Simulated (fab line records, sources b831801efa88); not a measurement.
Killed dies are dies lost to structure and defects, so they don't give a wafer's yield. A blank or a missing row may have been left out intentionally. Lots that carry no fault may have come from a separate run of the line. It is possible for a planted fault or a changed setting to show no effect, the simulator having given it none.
fab line records	flow gf180mcu	part 1 of 2: steps 1 to 23 of 34
record: lots: 5	wafers: 15	last_day: 33
route steps=602 shown V5@561 TOP_METAL@567 PASSIVATION@587
lots with no fault: from the same line, run without faults
start_h: hours from the record's opening day to when the first of the lot's shown wafers began	wait_h: hours from the lot's prior step to this one	" repeats the value in the row above	L1.1+2: a single row standing in for several wafers	- no value present, or no start provided	* or withheld: withheld	< > ~ a bound
route shown NAME@n: a module of which the file shows steps, and the number in the route of the first	usual: mean/standard deviation of fault-free wafers	same: alike in all rows	chamber/n: place in a boat	sites: per-site readings	_std_site: how widely they spread, as a standard deviation	_edge_site: inner sites' mean taken away from outer sites' mean	radius_mm: how far each site lies from the wafer's centre	mask NAME#n: copy n	behind: the last tool/chamber to shape the wafer	hold: cause of the lot's hold/its duration in hours/its outcome	device: the n, p or np transistor that did not switch	end of line: the same wafers' tests at the end of the route	a step without rows: its recipe alone	killed: count of dies lost to structure and defects at first sort (not the wafer's yield)	map: dies across one wafer; x = killed, . = not, _ = none there
set.NAME: the setting as run; set.NAME@STEP: as run at that earlier step	model.NAME: the simulator's own value behind a step, which no gauge read
lots at selected steps of the route; one table per step, one row per wafer
services: when a tool's chamber went out of use (start_h, in hours from the record's first day, below 0 if earlier), for how many hours, and the reason
== steps ==
step: GF_V5_SPUTTER_21
recipe: material: Ti	target_thk_nm: 15	chamber_pressure_pa: 5	power_w: 2500	substrate_temp_c: 200	time_s: 80.02
usual: throttle_valve_pct: 30.3/1.3
lot.wafer	tool	chamber	start_h	wait_h	throttle_valve_pct
L076.2	pvd_sputter-01	-	641.14	0.0	29.4
L076.3	"	-	"	"	31.1
L076.4	"	-	"	"	32.2
L084.1	pvd_sputter-01	-	704.24	0.0	31.5
L084.3	"	-	"	"	32.1
L084.6	"	-	"	"	32.1
L089.1	pvd_sputter-02	-	734.90	0.0	31.2
L089.2	"	-	"	"	32.0
L089.5	"	-	"	"	27.6
L091.1	pvd_sputter-02	-	747.64	0.0	31.8
L091.4	"	-	"	"	27.7
L091.5	"	-	"	"	27.8
L093.2	pvd_sputter-01	-	761.09	0.0	29.3
L093.3	"	-	"	"	31.1
L093.5	"	-	"	"	29.4
step: GF_V5_SPUTTER_22
recipe: material: TiN	target_thk_nm: 10	chamber_pressure_pa: 4.843	power_w: 4000	time_s: 40
usual: throttle_valve_pct: 30.3/1.3
lot.wafer	tool	chamber	start_h	wait_h	throttle_valve_pct
L076.2	pvd_sputter-01	-	641.20	0.0	29.6
L076.3	"	-	"	"	31.1
L076.4	"	-	"	"	32.1
L084.1	pvd_sputter-01	-	704.30	0.0	31.3
L084.3	"	-	"	"	32.2
L084.6	"	-	"	"	32.3
L089.1	pvd_sputter-02	-	734.96	0.0	31.3
L089.2	"	-	"	"	32.1
L089.5	"	-	"	"	27.7
L091.1	pvd_sputter-02	-	747.70	0.0	31.9
L091.4	"	-	"	"	27.7
L091.5	"	-	"	"	27.9
L093.2	pvd_sputter-01	-	761.15	0.0	29.4
L093.3	"	-	"	"	31.6
L093.5	"	-	"	"	29.5
step: GF_V5_CVD_23
recipe: material: W	target_thk_nm: 350	time_s: 104.9	temp_c: 400	pressure_torr: 40
usual: heater_power_w: 790/44
lot.wafer	tool	chamber	start_h	wait_h	heater_power_w
L076.2	cvd_w-02	0	641.24	0.0	741
L076.3	"	0	"	"	762
L076.4	"	1	"	"	820
L084.1	cvd_w-02	0	704.34	0.0	738
L084.3	"	0	"	"	734
L084.6	"	0	"	"	732
L089.1	cvd_w-01	1	735.00	0.0	839
L089.2	"	0	"	"	742
L089.5	"	0	"	"	742
L091.1	cvd_w-02	0	747.74	0.0	744
L091.4	"	1	"	"	820
L091.5	"	1	"	"	814
L093.2	cvd_w-01	1	761.19	0.0	839
L093.3	"	1	"	"	860
L093.5	"	1	"	"	823
step: GF_V5_RS_MEAS_24
recipe: thk_meas_gauge: four-point-probe	reads: W_of_V5_CVD_23+TiN_of_V5_SPUTTER_22+Ti_of_V5_SPUTTER_21
usual: V5_W_RS: 0.3272/0.0029
lot.wafer	tool	chamber	start_h	wait_h	V5_W_RS[ohm/sq]
L076.2	film_metro-02	-	641.37	0.1	0.3234
L076.3	"	-	"	"	0.3253
L076.4	"	-	"	"	0.3229
L084.1	film_metro-02	-	704.57	0.2	0.3293
L084.3	"	-	"	"	0.3273
L084.6	"	-	"	"	0.3258
L089.1	film_metro-02	-	735.11	0.1	0.3287
L089.2	"	-	"	"	0.3316
L089.5	"	-	"	"	0.3302
L091.1	film_metro-02	-	747.85	0.1	0.3216
L091.4	"	-	"	"	0.3265
L091.5	"	-	"	"	0.3223
L093.2	film_metro-02	-	761.32	0.1	0.3292
L093.3	"	-	"	"	0.3304
L093.5	"	-	"	"	0.3294
step: GF_V5_THK_MEAS_25
recipe: thk_meas_gauge: xrf	reads: W_of_V5_CVD_23
usual: V5_W_THK: 360/4.3
lot.wafer	tool	chamber	start_h	wait_h	V5_W_THK[nm]
L076.2	film_metro-02	-	641.48	0.1	365
L076.3	"	-	"	"	360
L076.4	"	-	"	"	366
L084.1	film_metro-02	-	704.69	0.1	357
L084.3	"	-	"	"	360
L084.6	"	-	"	"	362
L089.1	film_metro-02	-	735.23	0.1	359
L089.2	"	-	"	"	356
L089.5	"	-	"	"	357
L091.1	film_metro-02	-	747.97	0.1	368
L091.4	"	-	"	"	361
L091.5	"	-	"	"	367
L093.2	film_metro-02	-	761.43	0.1	360
L093.3	"	-	"	"	358
L093.5	"	-	"	"	358
step: GF_V5_CMP_26
recipe: stop_on: SiO2	down_force_psi: 3.5	platen_rpm: 60	t_overpolish_s: 15	target_thk_nm: 0	pad_velocity_m_s: 0.94248
usual: motor_current_A: 11.3/0.81	overpolish_run_s: 15.000/0.009	slurry_filter_dp_kPa: 13.50/0.13	time_to_endpoint_s: 83/4
lot.wafer	tool	chamber	start_h	wait_h	motor_current_A	overpolish_run_s	slurry_filter_dp_kPa	time_to_endpoint_s
L076.4	cmp-02	2	641.53	0.0	10.4	15.007	13.36	84
L076.2	"	3	"	"	11.9	14.998	13.53	87
L076.3	"	1	"	"	11.6	15.006	13.54	84
L084.1	cmp-02	1	704.80	0.1	12.6	15.010	13.37	78
L084.3	"	2	"	"	11.2	14.988	13.54	78
L084.6	"	0	"	"	11.9	14.999	13.50	88
L089.1	cmp-02	3	735.29	0.1	11.9	15.006	13.73	80
L089.2	"	1	"	"	12.6	14.985	13.34	79
L089.5	"	0	"	"	11.7	15.003	13.44	85
L091.1	cmp-02	2	748.03	0.1	10.1	15.010	13.52	83
L091.4	"	0	"	"	12.3	15.009	13.63	87
L091.5	"	2	"	"	10.9	14.989	13.58	79
L093.2	cmp-02	0	761.58	0.1	11.8	15.003	13.47	87
L093.3	"	1	"	"	12.6	14.998	13.57	81
L093.5	"	3	"	"	11.8	15.017	13.57	79
step: GF_TOP_METAL_SPUTTER_00
recipe: material: Ti	target_thk_nm: 37.5	arriving_ion_energy_ev: 80	substrate_temp_c: 200	chamber_pressure_pa: 2	power_w: 4000	time_s: 150
usual: throttle_valve_pct: 29.7/0.91
lot.wafer	tool	chamber	start_h	wait_h	throttle_valve_pct
L076.2	pvd_sputter-04	-	641.83	0.2	29.0
L076.3	"	-	"	"	30.1
L076.4	"	-	"	"	29.2
L084.1	pvd_sputter-01	-	705.05	0.2	29.2
L084.3	"	-	"	"	29.7
L084.6	"	-	"	"	29.1
L089.1	pvd_sputter-04	-	735.59	0.2	29.1
L089.2	"	-	"	"	30.0
L089.5	"	-	"	"	28.8
L091.1	pvd_sputter-04	-	748.33	0.2	29.0
L091.4	"	-	"	"	30.2
L091.5	"	-	"	"	29.0
L093.2	pvd_sputter-04	-	761.78	0.1	28.6
L093.3	"	-	"	"	30.3
L093.5	"	-	"	"	29.3
step: GF_TOP_METAL_SPUTTER_01
recipe: material: TiN	target_thk_nm: 30	power_w: 6500	time_s: 25	chamber_pressure_pa: 0.4
usual: throttle_valve_pct: 29.7/0.88
lot.wafer	tool	chamber	start_h	wait_h	throttle_valve_pct
L076.2	pvd_sputter-04	-	641.93	0.1	28.9
L076.3	"	-	"	"	30.2
L076.4	"	-	"	"	29.2
L084.1	pvd_sputter-01	-	705.15	0.1	29.5
L084.3	"	-	"	"	29.3
L084.6	"	-	"	"	29.2
L089.1	pvd_sputter-04	-	735.69	0.1	29.3
L089.2	"	-	"	"	30.3
L089.5	"	-	"	"	28.9
L091.1	pvd_sputter-04	-	748.43	0.1	29.3
L091.4	"	-	"	"	30.2
L091.5	"	-	"	"	28.9
L093.2	pvd_sputter-04	-	761.88	0.1	28.8
L093.3	"	-	"	"	29.9
L093.5	"	-	"	"	29.2
step: GF_TOP_METAL_SPUTTER_02
recipe: material: AlCu	target_thk_nm: 900	power_w: 10600	chamber_pressure_pa: 0.3	substrate_temp_c: 250	gas: Ar	time_s: 47.82
usual: throttle_valve_pct: 29.7/0.89
lot.wafer	tool	chamber	start_h	wait_h	throttle_valve_pct
L076.2	pvd_sputter-04	-	641.96	0.0	29.2
L076.3	"	-	"	"	30.3
L076.4	"	-	"	"	29.1
L084.1	pvd_sputter-01	-	705.18	0.0	29.4
L084.3	"	-	"	"	29.4
L084.6	"	-	"	"	29.3
L089.1	pvd_sputter-04	-	735.72	0.0	29.2
L089.2	"	-	"	"	30.2
L089.5	"	-	"	"	29.1
L091.1	pvd_sputter-04	-	748.47	0.0	28.7
L091.4	"	-	"	"	30.3
L091.5	"	-	"	"	28.8
L093.2	pvd_sputter-04	-	761.91	0.0	28.7
L093.3	"	-	"	"	30.1
L093.5	"	-	"	"	29.4
step: GF_TOP_METAL_SPUTTER_03
recipe: material: Ti	target_thk_nm: 5	substrate_temp_c: 300	chamber_pressure_pa: 0.3	power_w: 3000	time_s: 3.3
usual: throttle_valve_pct: 29.7/0.87
lot.wafer	tool	chamber	start_h	wait_h	throttle_valve_pct
L076.2	pvd_sputter-04	-	642.00	0.0	28.9
L076.3	"	-	"	"	30.2
L076.4	"	-	"	"	29.1
L084.1	pvd_sputter-01	-	705.22	0.0	29.2
L084.3	"	-	"	"	29.2
L084.6	"	-	"	"	29.5
L089.1	pvd_sputter-04	-	735.77	0.0	29.2
L089.2	"	-	"	"	30.1
L089.5	"	-	"	"	28.8
L091.1	pvd_sputter-04	-	748.51	0.0	29.1
L091.4	"	-	"	"	29.9
L091.5	"	-	"	"	28.9
L093.2	pvd_sputter-04	-	761.96	0.0	29.2
L093.3	"	-	"	"	30.3
L093.5	"	-	"	"	29.3
step: GF_TOP_METAL_SPUTTER_04
recipe: material: TiN	target_thk_nm: 25	power_w: 6500	time_s: 20.8	chamber_pressure_pa: 0.4
usual: throttle_valve_pct: 29.7/0.87
lot.wafer	tool	chamber	start_h	wait_h	throttle_valve_pct
L076.2	pvd_sputter-04	-	642.02	0.0	29.1
L076.3	"	-	"	"	30.2
L076.4	"	-	"	"	29.3
L084.1	pvd_sputter-01	-	705.24	0.0	29.2
L084.3	"	-	"	"	29.4
L084.6	"	-	"	"	29.3
L089.1	pvd_sputter-04	-	735.78	0.0	29.3
L089.2	"	-	"	"	30.0
L089.5	"	-	"	"	29.1
L091.1	pvd_sputter-04	-	748.53	0.0	29.0
L091.4	"	-	"	"	29.8
L091.5	"	-	"	"	28.7
L093.2	pvd_sputter-04	-	761.98	0.0	28.9
L093.3	"	-	"	"	30.1
L093.5	"	-	"	"	29.6
step: GF_TOP_METAL_RS_MEAS_05
recipe: thk_meas_gauge: four-point-probe	reads: TiN_of_TOP_METAL_SPUTTER_04+Ti_of_TOP_METAL_SPUTTER_03+AlCu_of_TOP_METAL_SPUTTER_02+TiN_of_TOP_METAL_SPUTTER_01+Ti_of_TOP_METAL_SPUTTER_00
usual: TOP_METAL_ALCU_RS: 0.0327/0.00034
lot.wafer	tool	chamber	start_h	wait_h	TOP_METAL_ALCU_RS[ohm/sq]
L076.2	film_metro-03	-	642.07	0.0	0.0329
L076.3	"	-	"	"	0.0325
L076.4	"	-	"	"	0.0324
L084.1	film_metro-03	-	705.27	0.0	0.0321
L084.3	"	-	"	"	0.0322
L084.6	"	-	"	"	0.0321
L089.1	film_metro-01	-	735.81	0.0	0.0328
L089.2	"	-	"	"	0.0324
L089.5	"	-	"	"	0.0331
L091.1	film_metro-01	-	748.56	0.0	0.0326
L091.4	"	-	"	"	0.0322
L091.5	"	-	"	"	0.0325
L093.2	film_metro-01	-	762.02	0.0	0.0332
L093.3	"	-	"	"	0.0327
L093.5	"	-	"	"	0.0328
step: GF_TOP_METAL_THK_MEAS_06
recipe: thk_meas_gauge: xrf	reads: AlCu_of_TOP_METAL_SPUTTER_02
usual: TOP_METAL_ALCU_THK: 905/14
lot.wafer	tool	chamber	start_h	wait_h	TOP_METAL_ALCU_THK[nm]
L076.2	film_metro-03	-	642.18	0.1	893
L076.3	"	-	"	"	906
L076.4	"	-	"	"	907
L084.1	film_metro-03	-	705.39	0.1	919
L084.3	"	-	"	"	914
L084.6	"	-	"	"	919
L089.1	film_metro-01	-	735.93	0.1	887
L089.2	"	-	"	"	902
L089.5	"	-	"	"	879
L091.1	film_metro-01	-	748.68	0.1	901
L091.4	"	-	"	"	916
L091.5	"	-	"	"	905
L093.2	film_metro-01	-	762.13	0.1	886
L093.3	"	-	"	"	896
L093.5	"	-	"	"	893
step: GF_TOP_METAL_DEHYDRATE_07
recipe: temp_c: 200	time_s: 60
usual: exhaust_pa: 45.2/0.89
lot.wafer	tool	chamber	start_h	wait_h	exhaust_pa
L076.2	litho_track-02	0	651.42	9.2	45.5
L076.3	"	0	"	"	46.1
L076.4	"	0	"	"	45.7
L084.1	litho_track-02	0	713.80	8.4	44.7
L084.3	"	0	"	"	44.7
L084.6	"	0	"	"	44.1
L089.1	litho_track-02	0	743.55	7.6	46.7
L089.2	"	0	"	"	47.1
L089.5	"	0	"	"	46.6
L091.1	litho_track-01	0	755.95	7.3	46.0
L091.4	"	0	"	"	45.6
L091.5	"	0	"	"	46.3
L093.2	litho_track-04	0	769.57	7.4	46.2
L093.3	"	0	"	"	45.4
L093.5	"	0	"	"	45.2
step: GF_TOP_METAL_HMDS_08
recipe: prime_time_s: 60	prime_temp_c: 120
usual: exhaust_pa: 45.0/0.83
lot.wafer	tool	chamber	start_h	wait_h	exhaust_pa
L076.2	litho_track-02	0	651.57	0.1	45.9
L076.3	"	0	"	"	45.2
L076.4	"	0	"	"	44.3
L084.1	litho_track-02	0	713.95	0.1	45.4
L084.3	"	0	"	"	44.9
L084.6	"	0	"	"	44.0
L089.1	litho_track-02	0	743.70	0.1	45.7
L089.2	"	0	"	"	45.2
L089.5	"	0	"	"	45.3
L091.1	litho_track-01	0	756.10	0.1	44.4
L091.4	"	0	"	"	44.6
L091.5	"	0	"	"	43.8
L093.2	litho_track-04	0	769.72	0.1	45.7
L093.3	"	0	"	"	44.6
L093.5	"	0	"	"	45.5
step: GF_TOP_METAL_COAT_09
recipe: resist: NOVOLAK	spin_rpm: 3000	resist_thk_nm: 1500
usual: exhaust_pa: 45.0/0.96
lot.wafer	tool	chamber	start_h	wait_h	exhaust_pa
L076.2	litho_track-02	0	651.72	0.1	44.6
L076.3	"	0	"	"	45.2
L076.4	"	0	"	"	45.1
L084.1	litho_track-02	0	714.10	0.1	45.2
L084.3	"	0	"	"	45.7
L084.6	"	0	"	"	46.2
L089.1	litho_track-02	0	743.85	0.1	44.9
L089.2	"	0	"	"	43.7
L089.5	"	0	"	"	44.7
L091.1	litho_track-01	0	756.25	0.1	44.1
L091.4	"	0	"	"	44.8
L091.5	"	0	"	"	43.1
L093.2	litho_track-04	0	769.87	0.1	43.3
L093.3	"	0	"	"	44.7
L093.5	"	0	"	"	44.3
step: GF_TOP_METAL_SOFTBAKE_10
recipe: temp_c: 90	time_s: 60	resist: NOVOLAK
usual: exhaust_pa: 45.3/0.82
lot.wafer	tool	chamber	start_h	wait_h	exhaust_pa
L076.2	litho_track-02	0	651.87	0.1	45.6
L076.3	"	0	"	"	46.0
L076.4	"	0	"	"	44.3
L084.1	litho_track-02	0	714.25	0.1	45.8
L084.3	"	0	"	"	45.2
L084.6	"	0	"	"	45.4
L089.1	litho_track-02	0	744.00	0.1	44.3
L089.2	"	0	"	"	44.8
L089.5	"	0	"	"	44.7
L091.1	litho_track-01	0	756.40	0.1	45.2
L091.4	"	0	"	"	45.0
L091.5	"	0	"	"	45.9
L093.2	litho_track-04	0	770.02	0.1	47.2
L093.3	"	0	"	"	46.4
L093.5	"	0	"	"	45.7
step: GF_TOP_METAL_EXPOSE_11
recipe: mask_id: MetalTop	target_cd_nm: 440	na: 0.6	source_shape: conventional	sigma_outer: 0.6	dose_mj: 170
usual: stage_vel_mm_s: 499.99/0.25
lot.wafer	tool	chamber	start_h	wait_h	mask	stage_vel_mm_s
L076.2	iline_stepper-01	0	-	-	MetalTop#0	500.16
L076.3	"	0	"	"	MetalTop#0	499.89
L076.4	"	0	"	"	MetalTop#0	500.13
L084.1	iline_stepper-02	0	-	-	MetalTop#0	499.52
L084.3	"	0	"	"	MetalTop#0	499.65
L084.6	"	0	"	"	MetalTop#0	499.77
L089.1	iline_stepper-02	0	-	-	MetalTop#0	500.24
L089.2	"	0	"	"	MetalTop#0	500.07
L089.5	"	0	"	"	MetalTop#0	499.96
L091.1	iline_stepper-01	0	-	-	MetalTop#0	499.69
L091.4	"	0	"	"	MetalTop#0	500.10
L091.5	"	0	"	"	MetalTop#0	500.00
L093.2	iline_stepper-02	0	-	-	MetalTop#0	499.93
L093.3	"	0	"	"	MetalTop#0	500.02
L093.5	"	0	"	"	MetalTop#0	499.87
step: GF_TOP_METAL_PEB_12
recipe: temp_c: withheld	time_s: *	resist: NOVOLAK
usual: exhaust_pa: 45.2/0.9
lot.wafer	tool	chamber	start_h	wait_h	exhaust_pa
L076.2	litho_track-04	0	-	-	44.7
L076.3	"	0	"	"	45.0
L076.4	"	0	"	"	45.1
L084.1	litho_track-02	0	-	-	45.6
L084.3	"	0	"	"	44.9
L084.6	"	0	"	"	44.7
L089.1	litho_track-02	0	-	-	47.2
L089.2	"	0	"	"	48.0
L089.5	"	0	"	"	47.2
L091.1	litho_track-01	0	-	-	45.4
L091.4	"	0	"	"	45.2
L091.5	"	0	"	"	46.2
L093.2	litho_track-02	0	-	-	44.7
L093.3	"	0	"	"	45.8
L093.5	"	0	"	"	46.6
step: GF_TOP_METAL_DEVELOP_13
recipe: develop_time_s: 60	dev_temp_c: 23
usual: exhaust_pa: 44.9/0.88
same: develop_time_s: 60
lot.wafer	tool	chamber	start_h	wait_h	exhaust_pa
L076.2	litho_track-04	0	661.67	0.1	44.2
L076.3	"	0	"	"	44.1
L076.4	"	0	"	"	43.6
L084.1	litho_track-02	0	723.15	0.1	44.4
L084.3	"	0	"	"	45.2
L084.6	"	0	"	"	44.6
L089.1	litho_track-02	0	752.10	0.1	44.0
L089.2	"	0	"	"	45.9
L089.5	"	0	"	"	44.7
L091.1	litho_track-01	0	764.10	0.1	42.7
L091.4	"	0	"	"	43.4
L091.5	"	0	"	"	43.2
L093.2	litho_track-02	0	777.12	0.1	45.3
L093.3	"	0	"	"	45.9
L093.5	"	0	"	"	44.9
step: GF_TOP_METAL_CD_MEAS_14
recipe: target_cd_nm: 440
usual: cd_nm: 440.0/2
lot.wafer	tool	chamber	start_h	wait_h	cd_nm
L076.2	cd_sem-01	-	661.81	0.1	438.4
L076.3	"	-	"	"	440.6
L076.4	"	-	"	"	436.1
L084.1	cd_sem-01	-	723.30	0.1	439.6
L084.3	"	-	"	"	440.2
L084.6	"	-	"	"	440.4
L089.1	cd_sem-02	-	752.25	0.1	441.4
L089.2	"	-	"	"	439.6
L089.5	"	-	"	"	442.4
L091.1	cd_sem-01	-	764.25	0.1	441.9
L091.4	"	-	"	"	441.4
L091.5	"	-	"	"	441.3
L093.2	cd_sem-01	-	777.27	0.1	439.0
L093.3	"	-	"	"	438.3
L093.5	"	-	"	"	438.8
step: GF_TOP_METAL_OVL_MEAS_15
usual: TOP_METAL_OVL: 0.0/1.3
lot.wafer	tool	chamber	start_h	wait_h	TOP_METAL_OVL[nm]
L076.2	overlay-01	-	661.92	0.1	0.6
L076.3	"	-	"	"	0.5
L076.4	"	-	"	"	1.6
L084.1	overlay-01	-	723.42	0.1	-0.9
L084.3	"	-	"	"	-1.2
L084.6	"	-	"	"	-1.1
L089.1	overlay-02	-	752.37	0.1	0.6
L089.2	"	-	"	"	0.0
L089.5	"	-	"	"	0.1
L091.1	overlay-02	-	764.37	0.1	-0.8
L091.4	"	-	"	"	1.0
L091.5	"	-	"	"	1.3
L093.2	overlay-02	-	777.37	0.1	-2.0
L093.3	"	-	"	"	-1.4
L093.5	"	-	"	"	-0.3
step: GF_TOP_METAL_METAL_ETCH_16
recipe: chemistry: Cl2/BCl3	mask_material: NOVOLAK	target_depth_nm: 1077.5	stop_on: SiO2	pressure_mtorr: 8	icp_w: 800	bias_w: 140	Cl2_flow_sccm: 80	bcl3_flow_sccm: 40	time_s: 179.6
usual: bcl3_flow_sccm: 39.99/0.1	drypump_motor_current_A: 5.7/0.48	oes_product_au: 0.967/0.0063	rf_fwd_power_W: 796.8/2.3	throttle_valve_pct: 28.257/0.011
lot.wafer	tool	chamber	start_h	wait_h	bcl3_flow_sccm	drypump_motor_current_A	oes_product_au	rf_fwd_power_W	rf_hours_counter_h	throttle_valve_pct
L076.2	rie_metal-02	0	661.95	0.0	39.91	5.4	0.960	796.8	3.6	28.259
L076.3	"	1	"	"	39.92	6.3	0.964	796.3	-	28.246
L076.4	"	0	"	"	39.92	5.4	0.972	796.0	-	28.252
L084.1	rie_metal-03	0	723.45	0.0	39.93	6.1	0.977	799.1	6.9	28.261
L084.3	"	1	"	"	40.14	6.7	0.965	799.7	-	28.249
L084.6	"	1	"	"	39.91	6.7	0.973	797.5	-	28.245
L089.1	rie_metal-02	0	752.40	0.0	40.17	5.4	0.959	792.1	7.3	28.265
L089.2	"	1	"	"	40.10	6.2	0.964	799.6	8.1	28.249
L089.5	"	0	"	"	40.06	5.4	0.951	795.7	-	28.264
L091.1	rie_metal-04	0	764.41	0.0	40.02	5.1	0.968	792.2	9.6	28.261
L091.4	"	0	"	"	39.99	5.1	0.980	794.4	-	28.234
L091.5	"	1	"	"	39.89	5.7	0.975	794.7	-	28.261
L093.2	rie_metal-04	1	777.40	0.0	40.13	5.7	0.959	795.7	11.2	28.261
L093.3	"	0	"	"	39.98	5.1	0.967	796.1	-	28.252
L093.5	"	1	"	"	40.04	5.7	0.962	797.2	-	28.258
